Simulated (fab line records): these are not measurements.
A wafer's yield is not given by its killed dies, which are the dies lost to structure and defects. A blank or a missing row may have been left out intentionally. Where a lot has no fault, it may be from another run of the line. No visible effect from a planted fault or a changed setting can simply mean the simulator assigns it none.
The same fault as seen by 2 desks + flow gf180mcu + every desk sees just its own numbers, and what lay behind them comes last

FOR THE TOOL OWNER'S DESK: rie_metal-03
The tool's own readings at GF_M4_METAL_ETCH_16 (etches the open film in Cl2/BCl3, stops on SiO2, target depth 750.8 nm, time 125.1 s): means of the sampled wafers that have a number, for each lot that ran on this tool. Marked OUT: a lot whose mean sits more than 4 standard deviations from the usual mean, which makes it out of limits; the brackets give that distance.
Columns: A = drypump_motor_current_A at GF_M4_METAL_ETCH_16, usual 5.6 A; B = oes_product_au at GF_M4_METAL_ETCH_16, usual 0.991 a.u.; C = throttle_valve_pct at GF_M4_METAL_ETCH_16, usual 28.229 %
| lot  | first seen here | A   | B               | C                 |
|------|-----------------|-----|-----------------|-------------------|
| L981 | day 23 16:13    | 5.8 | 0.989           | 28.228            |
| L985 | day 25 06:12    | 6.0 | 0.918 (-12) OUT | 28.306 (+7.7) OUT |
| L986 | day 25 12:40    | 6.0 | 0.918 (-12) OUT | 28.307 (+7.8) OUT |
| L998 | day 29 05:40    | 5.3 | 0.985           | 28.240            |
| L999 | day 29 10:02    | 5.3 | 0.983           | 28.238            |
Finding of this desk: L985, L986 out of limits; the first was L985 at day 25 06:12, on oes_product_au at GF_M4_METAL_ETCH_16. L981, L998, L999: within limits.

AT THE METROLOGY DESK
Lot by lot, what the gauges showed, no matter which tool ran the lot: averages of those sampled wafers that carry a number. Marked OUT: a lot whose mean sits more than 4 standard deviations from the usual mean, which makes it out of limits; the brackets give that distance.
Columns: A = V3_CVD_00_THK at GF_V3_THK_MEAS_01, usual 602 nm; B = cd_nm at GF_V4_CD_MEAS_14, usual 260.1 nm
| lot  | first seen here | A   | B     |
|------|-----------------|-----|-------|
| L981 | day 21 15:31    | 608 | 259.7 |
| L982 | day 22 05:43    | 599 | 259.8 |
| L985 | day 23 07:43    | 598 | 258.2 |
| L986 | day 23 13:21    | 610 | 259.3 |
| L990 | day 25 00:26    | 600 | 259.8 |
| L993 | day 25 22:32    | 588 | 261.4 |
| L995 | day 26 13:43    | 605 | 259.6 |
| L997 | day 27 10:08    | 604 | 258.4 |
| L998 | day 27 13:17    | 603 | 258.6 |
| L999 | day 27 16:54    | 602 | 258.8 |
| L100 | day 28 02:20    | 600 | 262.4 |
| L101 | day 28 07:42    | 601 | 262.6 |
| L102 | day 28 12:41    | 601 | 260.8 |
| L103 | day 28 22:28    | 597 | 260.6 |
This desk found nothing out of limits on any of the 14 lots.

BROUGHT TOGETHER
An alarm could have come from the tool owner's desk at day 25 06:12, on L985, L986.
Metrology desk: nothing out of limits seen.
The metrology desk has L985, L986 on record, within its limits.
GF_M4_METAL_ETCH_16 was run on rie_metal-03 by each of the lots named.

WHAT HAD BEEN PUT IN BY THE SIMULATOR
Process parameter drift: rie_metal-03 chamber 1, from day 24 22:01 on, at GF_M4_METAL_ETCH_16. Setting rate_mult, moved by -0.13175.
Shown lots that were struck: L985, L986.
How many hours passed from the start of the fault until each desk's first out-of-limits reading: the tool owner's desk, 8.
